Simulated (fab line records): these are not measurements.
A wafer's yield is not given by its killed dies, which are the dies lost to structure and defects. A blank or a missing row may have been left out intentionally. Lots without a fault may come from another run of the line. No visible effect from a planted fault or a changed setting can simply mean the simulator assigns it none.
Comparing a struck lot with a sound one + flow sfqLine + 42 steps out of a route of 325
Sound: wafers L608.2, L608.3, L608.5. Struck: wafer L615.2 (left out: L615.1, L615.4 of the same lot, which were not struck); the cause appears at the end.
Each step with rows lists, per side, the tool, then ch with its chambers, then its first start. Under that, the readings that differ: sound wafers + struck wafers + difference of the means + sigmas: that difference in standard deviations of wafers without a fault.
alike: same words and numbers on both sides, and readings whose means sit less than 2 such deviations apart. not compared: any withheld reading, any reading some wafer has no value for, any bound like >300 that may hide the same value, and any number with overlapping values for which the record gives no deviation.
Wherever a step has rows on one side only, a row that says differs or no value, or a row with sigmas, the two part there. Non-overlapping numbers with no deviation appear without sigmas and do not part them. A reading missing from all wafers of one side parts the sides only when that side holds two or more wafers.

first, 6 steps without rows for these wafers: SFQ_TRILAYER_M1_LITHO_COAT_044 (resist thk 62 nm); SFQ_TRILAYER_M1_LITHO_COAT_039 (resist thk 600 nm); SFQ_TRILAYER_M1_LITHO_SOFTBAKE_043; SFQ_TRILAYER_M1_LITHO_EXPOSE_040 (exposes mask M1, target cd 500 nm); SFQ_TRILAYER_M1_LITHO_PEB_042 (peb time 60 s); SFQ_TRILAYER_M1_LITHO_DEVELOP_041 (time 60 s).
SFQ_M1_OVL_MEAS_911:
  sound: overlay-01 at day 22 18:59; struck: overlay-01 at day 26 10:47
  alike: M1_OVL
then, 1 step without rows for these wafers: SFQ_TRILAYER_M1_BARC_OPEN_METAL_ETCH_054 (etches BARC in O2, target depth 125 nm, time 41.7 s).
SFQ_TRILAYER_M1_ETCH_METAL_ETCH_042: etches Nb in Cl2/Ar, stops on SiO2, target depth 240 nm, time 120 s.
  sound on rieMetal-02 ch 0,1, day 22 19:05; struck on rieMetal-02 ch 0, day 26 10:52
  alike: drypumpMotorCurrentA, oesProductAu
  not compared: rfHoursCounterH
then, 3 steps without rows for these wafers: SFQ_TRILAYER_M1_STRIP_STRIP_043 (strips in O2); SFQ_TRILAYER_M1_STRIP_SOLV_CLEAN_044 (cleans in NMP, time 600 s); SFQ_TRILAYER_I1_DEP_PECVD_045 (deposits SiO2 from SiH4/N2O, time 111.11 s, target thk 500 nm).
SFQ_TRILAYER_I1_CMP_CMP_046: polishes SiO2.
  sound on cmp-01 ch 1,2,3, day 22 20:46; struck on cmp-02 ch 2, day 26 11:51
| reading                                            | sound             | struck | difference | sigmas |
|----------------------------------------------------|-------------------|--------|------------|--------|
| timeToEndpointS (s)                                | 214 211 213       | 269    | +56        | +8     |
| model.SiO2_of_TRILAYER_I1_DEP_PECVD_045.thkNm (nm) | 201.5 200.5 201.8 | 299.5  | +98.2      |        |
  alike: motorCurrentA
SFQ_I1_BOW_MEAS_912:
  sound: filmMetro-02 at day 22 23:47; struck: filmMetro-03 at day 26 16:10
  not compared: I1_BOW
SFQ_TRILAYER_I1_METRO_MEASURE_047:
  sound: filmMetro-02 at day 23 00:05; struck: filmMetro-03 at day 26 23:22
| reading    | sound             | struck | difference | sigmas |
|------------|-------------------|--------|------------|--------|
| thkNm (nm) | 201.6 200.5 201.9 | 299.4  | +98.1      | +82    |
then, 6 steps without rows for these wafers: SFQ_TRILAYER_I1_VIA_LITHO_COAT_054 (resist thk 62 nm); SFQ_TRILAYER_I1_VIA_LITHO_COAT_049 (resist thk 650 nm); SFQ_TRILAYER_I1_VIA_LITHO_SOFTBAKE_053; SFQ_TRILAYER_I1_VIA_LITHO_EXPOSE_050 (exposes mask I1, target cd 500 nm); SFQ_TRILAYER_I1_VIA_LITHO_PEB_052 (peb time 60 s); SFQ_TRILAYER_I1_VIA_LITHO_DEVELOP_051 (time 60 s).
-- the record jumps here: 5 days lie between the struck wafers' starts before and after --
SFQ_I1_OVL_MEAS_913:
  sound: overlay-02 at day 29 14:21; struck: overlay-02 at day 32 07:28
  alike: I1_OVL
SFQ_TRILAYER_I1_VIA_BARC_OPEN_VIA_ETCH_071: etches BARC in O2, target depth 125 nm, time 41.7 s.
  sound on rieDiel-01 ch 0,1,3, day 29 14:23; struck on rieDiel-04 ch 0, day 32 07:29
  alike: drypumpMotorCurrentA, oesProductAu
  not compared: rfHoursCounterH
SFQ_TRILAYER_I1_VIA_ETCH_VIA_ETCH_052: etches SiO2 in CHF3, stops on Nb, target depth 260 nm.
  sound on rieDiel-01 ch 0,1,3, day 29 14:25; struck on rieDiel-04 ch 0, day 32 07:32
| reading                      | sound             | struck | difference | sigmas |
|------------------------------|-------------------|--------|------------|--------|
| oesProductAu (a.u.)          | 0.861 0.852 0.853 | 1.003  | +0.148     | +27    |
| model.I1.featureDepthNm (nm) | 201.5 200.5 201.8 | 260.3  | +59.0      |        |
| model.etch.depthNm (nm)      | 201.5 200.5 201.8 | 260.3  | +59.0      |        |
  alike: drypumpMotorCurrentA
SFQ_TRILAYER_I1_VIA_STRIP_STRIP_053: strips in O2.
  sound on rieMetal-03 ch 0, day 29 14:32; struck on rieMetal-02 ch 0, day 32 07:39
  alike: drypumpMotorCurrentA, oesProductAu
  not compared: rfHoursCounterH
then, 1 step without rows for these wafers: SFQ_TRILAYER_I1_VIA_STRIP_SOLV_CLEAN_054 (cleans in NMP, time 600 s).
SFQ_TRILAYER_M2_DEP_PRE_CLEAN_056: time 22.5 s.
  sound: pvdSputter-04 at day 29 15:19; struck: pvdSputter-03 at day 32 08:25
| reading                                            | sound         | struck | difference | sigmas |
|----------------------------------------------------|---------------|--------|------------|--------|
| model.SiO2_of_TRILAYER_I1_DEP_PECVD_045.thkNm (nm) | 194 193 194.3 | 292    | +98        |        |
  alike: biasV
then, 1 step without rows for these wafers: SFQ_TRILAYER_M2_DEP_SPUTTER_055 (material Nb, target thk 200 nm, time 133.3 s).
SFQ_M2_RS_MEAS_914: measures by four-point-probe.
  sound: filmMetro-01 at day 29 15:27; struck: filmMetro-03 at day 32 08:32
  alike: M2_NB_RS
then, 6 steps without rows for these wafers: SFQ_TRILAYER_M2_LITHO_COAT_062 (resist thk 62 nm); SFQ_TRILAYER_M2_LITHO_COAT_057 (resist thk 600 nm); SFQ_TRILAYER_M2_LITHO_SOFTBAKE_061; SFQ_TRILAYER_M2_LITHO_EXPOSE_058 (exposes mask M2, target cd 500 nm); SFQ_TRILAYER_M2_LITHO_PEB_060 (peb time 60 s); SFQ_TRILAYER_M2_LITHO_DEVELOP_059 (time 60 s).
-- the record jumps here: 5 days lie between the struck wafers' starts before and after --
SFQ_M2_OVL_MEAS_916:
  sound: overlay-02 at day 34 07:08; struck: overlay-01 at day 37 16:26
  alike: M2_OVL
SFQ_TRILAYER_M2_BARC_OPEN_METAL_ETCH_077: etches BARC in O2, target depth 125 nm, time 41.7 s.
  sound on rieMetal-01 ch 0,1, day 34 07:10; struck on rieMetal-03 ch 1, day 37 16:28
  alike: drypumpMotorCurrentA, oesProductAu
  not compared: rfHoursCounterH
then, 3 steps without rows for these wafers: SFQ_TRILAYER_M2_ETCH_METAL_ETCH_060 (etches Nb in Cl2/Ar, stops on SiO2, target depth 240 nm, time 120 s); SFQ_TRILAYER_M2_STRIP_STRIP_061 (strips in O2); SFQ_TRILAYER_M2_STRIP_SOLV_CLEAN_062 (cleans in NMP, time 600 s).
SFQ_TRILAYER_I2_DEP_PECVD_063: deposits SiO2 from SiH4/N2O, time 111.11 s, target thk 500 nm.
  sound on pecvd-02 ch 0,2, day 34 08:08; struck on pecvd-02 ch 0, day 37 17:36
  alike: heaterPowerW, throttleValvePct
  not compared: sinceWetCleanH
-- the record jumps here: 52 days lie between the struck wafers' starts before and after --
SFQ_M8_BOW_MEAS_951:
  sound: filmMetro-04 at day 83 23:58; struck: filmMetro-01 at day 89 17:48
| reading                | sound           | struck | difference | sigmas |
|------------------------|-----------------|--------|------------|--------|
| model.etest.i1.linkOhm | 1.968 1.98 1.98 | 1e+06  | +1e+06     |        |
  alike: M8_BOW

== WHERE THEY PART ==
Last at SFQ_TRILAYER_I1_VIA_ETCH_VIA_ETCH_052 as far as this record goes, first at SFQ_TRILAYER_I1_CMP_CMP_046. Later steps at which nothing parts them and some readings are alike: SFQ_TRILAYER_I1_VIA_STRIP_STRIP_053, SFQ_TRILAYER_M2_DEP_PRE_CLEAN_056, SFQ_M2_RS_MEAS_914, SFQ_M2_OVL_MEAS_916, SFQ_TRILAYER_M2_BARC_OPEN_METAL_ETCH_077, SFQ_TRILAYER_I2_DEP_PECVD_063, SFQ_M8_BOW_MEAS_951.

WHY: whatever the simulator had introduced
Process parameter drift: cmp-02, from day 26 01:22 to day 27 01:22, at SFQ_TRILAYER_I1_CMP_CMP_046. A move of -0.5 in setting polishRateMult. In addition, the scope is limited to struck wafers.
